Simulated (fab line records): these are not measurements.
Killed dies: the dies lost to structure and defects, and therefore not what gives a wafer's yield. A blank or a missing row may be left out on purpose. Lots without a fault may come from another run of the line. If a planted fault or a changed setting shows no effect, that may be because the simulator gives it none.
Chamber matching -- flow gf180mcu -- cmp-02 running GF_V4_CMP_26: 4 sister chambers
The step polishes, stops on SiO2, t overpolish 15 s, target thk 0 nm. 30 wafers are shown with their chamber, then 12 later ones without.

== WAFERS PAIRED WITH THEIR CHAMBERS ==
wafer,chamber,motor_current_A (A),time_to_endpoint_s (s),overpolish_run_s (s)
L075.1,0,9.6,82,14.996
L075.2,1,11.1,87,14.999
L075.3,2,10.7,88,14.998
L076.1,0,9.2,83,15.003
L076.2,1,10.7,81,14.998
L076.3,2,11.2,86,14.999
L077.4,0,9.8,81,14.984
L077.5,0,9.0,82,15.012
L077.6,3,10.5,83,14.999
L078.1,2,11.2,87,15.018
L078.2,1,11.2,79,15.012
L078.5,1,11.0,81,15.004
L079.2,0,9.7,82,15.009
L079.3,2,11.1,86,14.988
L079.5,1,11.1,79,14.993
L081.1,3,10.2,80,14.995
L081.2,2,10.8,87,14.984
L081.4,1,11.3,80,14.998
L082.1,3,10.3,72,14.998
L082.4,1,11.1,72,14.984
L082.5,2,11.4,81,15.011
L083.1,3,10.1,82,14.992
L083.2,0,9.7,79,15.001
L083.5,2,11.0,89,15.013
L085.3,1,11.1,81,15.004
L085.4,2,11.1,80,14.994
L085.5,2,10.8,84,14.999
L086.4,0,9.8,81,15.007
L086.5,2,10.8,85,15.015
L086.6,1,10.6,80,14.983

SIGNATURES (means of the wafers above)
reading,chamber 0,chamber 1,chamber 2,chamber 3,scatter within a chamber
motor_current_A,9.543,11.022,11.010,10.275,0.246
time_to_endpoint_s,81.43,80.00,85.30,79.25,3.27
overpolish_run_s,15.00171,14.99722,15.00190,14.99600,0.00984
Rule: for each reading, subtract the chamber's mean from the wafer's reading, divide by that reading's scatter and square the result; add these up over the readings and take the root, which gives the wafer's distance from the chamber. If the next closest chamber is less than 2 further off than the closest, the wafer can't be placed; otherwise it belongs to the closest. The scatter: the root of (the sum of the squares of (reading less its chamber's mean) over the shown wafers, divided by (wafers less chambers)).

== WAFERS WITHOUT THEIR CHAMBER ==
wafer,motor_current_A (A),time_to_endpoint_s (s),overpolish_run_s (s)
L088.1,9.0,82,15.010
L088.4,11.3,85,15.014
L088.5,9.6,84,15.007
L089.1,9.4,83,15.001
L089.4,11.0,86,14.991
L089.5,10.1,82,15.013
L096.2,9.9,85,14.988
L096.3,11.0,87,14.999
L096.5,11.6,87,14.989
L097.1,8.9,81,15.007
L097.3,10.9,83,14.992
L097.5,10.5,80,14.996

== CHAMBER TAKEN BY EACH ==
wafer,from the rows above,in truth
L088.1,0,0
L088.4,can't be placed: 2 or 1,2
L088.5,0,0
L089.1,0,0
L089.4,can't be placed: 2 or 1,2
L089.5,can't be placed: 3 or 0 or 2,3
L096.2,can't be placed: 0 or 3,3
L096.3,can't be placed: 2 or 1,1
L096.5,can't be placed: 2 or 1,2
L097.1,0,0
L097.3,can't be placed: 1 or 2 or 3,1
L097.5,can't be placed: 3 or 1 or 2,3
Placed correctly: 4 of 12. These rows do not allow placing 8 (true chamber among the candidates in 8). Placed wrongly: 0.
